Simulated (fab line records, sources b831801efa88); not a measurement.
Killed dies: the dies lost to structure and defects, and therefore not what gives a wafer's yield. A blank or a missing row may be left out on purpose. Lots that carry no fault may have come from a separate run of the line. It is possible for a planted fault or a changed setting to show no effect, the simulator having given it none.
Code-filled problem report in 8D (eight disciplines) form + flow gf180mcu + the parts of the form that need people (team, actions taken, sign-off) are left out

## 1. PROBLEM STATEMENT
At GF_POLY_GATE_ETCH_13, rf fwd power W averages 461.5 W over 6 wafers from 2 lots, while fault-free wafers read 396.9 W, standard deviation 1.4. Measured from the usual mean, that is +46 standard deviations.
The step: etches poly-Si in HBr/Cl2, stops on SiO2, target depth 198.5 nm, time 69.6 s.
Earliest sighting: wafer L880.1 on rie si-01 at day 13 02:39. The record holds 18 wafers of 6 lots with a number at this step. By rule, "out" or "out of limits" means more than 4 standard deviations away from the usual mean. Any other wafer with a number is counted as sound.

## 2. WHAT THIS IS AND IS NOT
| question                    | is                     | is not                                                                   |
|-----------------------------|------------------------|--------------------------------------------------------------------------|
| which readings at this step | rf fwd power W         | chamber pressure mTorr, drypump motor current A, throttle valve pct      |
| which lots                  | L880, L881             | L870, L871, L883, L890                                                   |
| which wafers of those lots  | all that have a number | -                                                                        |
| read on which tools         | rie si-01              | rie si-02                                                                |
| when                        | from day 13 02:39      | up to then (6 sound wafers); but 6 sound wafers of L883, L890 came after |

## 3. WHAT RULES OUT EACH SUSPECT
Counting: a tool at any process step up to the reading remains a suspect when it ran all the lots that are out and ran no sound lot after the first of those.
- rie si-01 at GF_POLY_GATE_ETCH_13 (etches poly-Si in HBr/Cl2, stops on SiO2, target depth 198.5 nm, time 69.6 s): ruled out as a lasting fault. After its first lot that is out, L880 (day 13 02:39), sound lots L890 ran on it.
Left after counting: nothing in the record.

## 4. THE CAUSE (what the simulator had put in)
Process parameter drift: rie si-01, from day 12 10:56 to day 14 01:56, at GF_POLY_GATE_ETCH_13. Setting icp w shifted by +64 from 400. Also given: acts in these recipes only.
Counting ruled it out, wrongly.

## 5. THE CHAIN OF EFFECTS, in route order
Each row: a reading where the mean over the struck wafers with a number is more than 3 standard deviations away from the usual. Readings are gone through only where the record gives a usual standard deviation; hours: the median, over the lots, of the time from a lot's start at the first step in this table giving one to that lot's start at this step; sigmas: the change measured in usual standard deviations.
| hours | step                 | reading        | usual   | on struck wafers | change | sigmas |
|-------|----------------------|----------------|---------|------------------|--------|--------|
| 0     | GF_POLY_GATE_ETCH_13 | rf fwd power W | 396.9 W | 461.5            | +64.6  | +46    |
Here are the process steps it includes:
- GF_POLY_GATE_ETCH_13: etches poly-Si in HBr/Cl2, stops on SiO2, target depth 198.5 nm, time 69.6 s.

## 6. WHAT WOULD HAVE CAUGHT IT SOONER
In this record no reading fell out of limits until day 13 02:39, 16 hours after the fault had begun at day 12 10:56.
